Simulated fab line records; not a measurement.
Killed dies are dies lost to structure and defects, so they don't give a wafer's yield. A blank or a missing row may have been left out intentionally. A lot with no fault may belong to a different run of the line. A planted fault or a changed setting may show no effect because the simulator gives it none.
Matching of chambers | flow sky130 | SKY_LI_CONTACT_ETCH_15 on rie_diel-03 has 4 sister chambers
The step etches PSG in C4F8/O2/Ar, stops on Si, target depth 600 nm. 4 wafers are shown with their chamber, then 8 later ones without.

== EACH WAFER AND ITS CHAMBER ==
wafer  | chamber | oes_product_au (a.u.)
L085.5 | 1       | 0.835
L088.1 | 0       | 0.834
L088.6 | 2       | 0.846
L090.1 | 3       | 0.840

== WAFERS MISSING THEIR CHAMBER ==
wafer  | oes_product_au (a.u.)
L090.2 | 0.840
L090.6 | 0.840
L091.1 | 0.844
L091.4 | 0.839
L091.5 | 0.833
L094.1 | 0.834
L094.2 | 0.833
L094.6 | 0.843

== WHICH CHAMBER EACH ONE RAN IN ==
wafer  | from the rows above     | in truth
L090.2 | 3                       | 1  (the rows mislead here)
L090.6 | 3                       | 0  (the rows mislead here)
L091.1 | can't be placed: 2 or 3 | 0
L091.4 | 3                       | 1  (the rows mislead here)
L091.5 | can't be placed: 0 or 1 | 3
L094.1 | can't be placed: 0 or 1 | 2
L094.2 | can't be placed: 0 or 1 | 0
L094.6 | can't be placed: 2 or 3 | 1
Correct placement for 0 of the 8. From these rows, 5 cannot be placed; in 1 the true chamber is one of the candidates. 3 placed wrongly.
How it was worked out, from the rows above alone: a wafer's distance from a chamber is the root of the sum, over the readings, of the square of ((its reading less the chamber's mean) divided by the reading's scatter). The wafer belongs to the nearest chamber; if the next one is less than 2 further off, it can't be placed. For every chamber, the mean is computed from those of its wafers that are shown. The scatter: with one shown wafer a chamber, the root of the mean of the squares of how far each hidden wafer lies from its nearest shown one.
